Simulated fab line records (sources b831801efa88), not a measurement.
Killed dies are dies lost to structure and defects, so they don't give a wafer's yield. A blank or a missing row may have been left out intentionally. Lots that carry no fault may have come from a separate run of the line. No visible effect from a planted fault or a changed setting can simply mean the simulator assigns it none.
A struck lot beside a sound one / flow sky130 / 25 out of 708 route steps
Sound: wafers L750.1, L750.5, L750.6. Wafers L743.2, L743.4, L743.5 were the ones struck. At the end, the cause is stated.
Per side, at each step with rows, come the tool, then ch with its chambers, and then its first start. Under that, the readings that differ: sound wafers / struck wafers / difference of the means / sigmas: that difference in standard deviations of wafers without a fault.
alike: readings whose means differ by less than 2 such deviations, and words and numbers that are the same on both sides. not compared: withheld readings, readings that some wafer has no value for, bounds like >300 that may hide the same value, and numbers for which the record gives no deviation and whose values overlap.
The two part at a step that has a row with sigmas, a row that says differs or no value, or rows on one side only. When numbers do not overlap yet have no deviation, they are printed without sigmas and do not part them. A reading missing from all wafers of one side parts the sides only when that side holds two or more wafers.

first, 2 steps without rows for these wafers: SKY_METAL4_PEB_11; SKY_METAL4_DEVELOP_12 (develop time 60 s).
SKY_METAL4_CD_MEAS_13 targets a cd of 300 nm.
  sound on cd_sem-01 at day 46 00:22; struck on cd_sem-02 at day 44 06:17
  alike: cd_nm
SKY_METAL4_OVL_MEAS_14:
  sound on overlay-02 at day 46 00:29; struck on overlay-01 at day 44 06:24
  alike: METAL4_OVL
SKY_METAL4_DESCUM_15: chemistry O2, time 8 s.
  sound on rie_metal-01 ch 0,1, day 46 00:31; struck on rie_metal-01 ch 0,1, day 44 06:26
  alike: drypump_motor_current_A, oes_product_au
  not compared: rf_hours_counter_h
then, 1 step without rows for these wafers: SKY_METAL4_ETCH_16 (etches BARC in N2/H2, stops on SiO2, time 88.2 s, target depth 60 nm).
SKY_METAL4_ETCH_17: etches SiO2 in C4F8/O2/Ar, stops on TiN, time 3.9 s, target depth 15 nm.
  sound on rie_diel-03 ch 0,2,3, day 46 00:38; struck on rie_diel-01 ch 0,1, day 44 06:34
  alike: oes_product_au
  not compared: rf_hours_counter_h
SKY_METAL4_METAL_ETCH_18: etches the open film in Cl2/BCl3, stops on SiO2, target depth 845 nm, time 183.1 s.
  sound on rie_metal-04 ch 0, day 46 00:40; struck on rie_metal-04 ch 0, day 44 06:35
  alike: drypump_motor_current_A, oes_product_au, throttle_valve_pct
  not compared: rf_hours_counter_h
then, 4 steps without rows for these wafers: SKY_METAL4_STRIP_19 (strips in O2/N2); SKY_METAL4_STRIP_20 (strips in post etch residue remover, time 1200 s); SKY_METAL4_CLEAN_21 (cleans in IPA, time 180 s); SKY_METAL4_CLEAN_22 (cleans in O3/DIW).
SKY_VIA4_HDPCVD_00: deposits SiO2, target thk 1750 nm, time 291.7 s.
  sound on hdpcvd-02 ch 1,2, day 46 01:37; struck on hdpcvd-02 ch 0,1,2, day 44 07:21
  no value came back on the struck wafers for pressure_mtorr (mTorr), run_length_s (s); on the sound wafers pressure_mtorr (mTorr) reads 6.017 6.014 5.983
SKY_VIA4_CMP_02: polishes SiO2.
  sound on cmp-02 ch 0,3, day 46 01:54; struck on cmp-01 ch 0,1,3, day 44 07:38
  alike: motor_current_A, slurry_flow_ml_min
SKY_VIA4_BOW_MEAS_03:
  sound on film_metro-03 at day 46 02:09; struck on film_metro-02 at day 44 07:55
reading=VIA4_BOW (um); sound=75 87 68; struck=90 88 99; difference=+16; sigmas=+2
then, 7 steps without rows for these wafers: SKY_VIA4_DEHYDRATE_04 (time 60 s); SKY_VIA4_HMDS_05 (prime time 60 s); SKY_VIA4_COAT_06 (resist thk 1140 nm); SKY_VIA4_SOFTBAKE_07 (time 60 s); SKY_VIA4_EXPOSE_08 (exposes mask VIM4, target cd 800 nm); SKY_VIA4_PEB_09; SKY_VIA4_DEVELOP_10 (develop time 60 s).
SKY_VIA4_OVL_MEAS_11:
  sound on overlay-02 at day 46 23:04; struck on overlay-01 at day 45 06:05
  alike: VIA4_OVL
SKY_VIA4_ETCH_12: etches SiO2 in C4F8/O2/Ar, stops on TiN, target depth 580 nm.
  sound on rie_diel-01 ch 0,1,2, day 46 23:07; struck on rie_diel-02 ch 0,1,3, day 45 06:07
reading=oes_product_au (a.u.); sound=0.930 0.933 0.932; struck=0.382 0.371 0.379; difference=-0.554; sigmas=-99 or more
reading=model.etch.depth_nm (nm); sound=581.1 579.9 580.7; struck=0 0 0; difference=-581; sigmas=
SKY_VIA4_STRIP_13: strips in O2/N2.
  sound on plasma_asher-04 ch 0,1, day 46 23:11; struck on plasma_asher-04 ch 0,1, day 45 06:11
  alike: drypump_motor_current_A, oes_product_au, strip_time_to_endpoint_s
  not compared: rf_hours_counter_h

## WHERE THEY PART
First at SKY_VIA4_HDPCVD_00; last, within this record, at SKY_VIA4_ETCH_12. Later steps at which nothing parts them and some readings are alike: SKY_VIA4_STRIP_13.

WHY: what the simulator had put in
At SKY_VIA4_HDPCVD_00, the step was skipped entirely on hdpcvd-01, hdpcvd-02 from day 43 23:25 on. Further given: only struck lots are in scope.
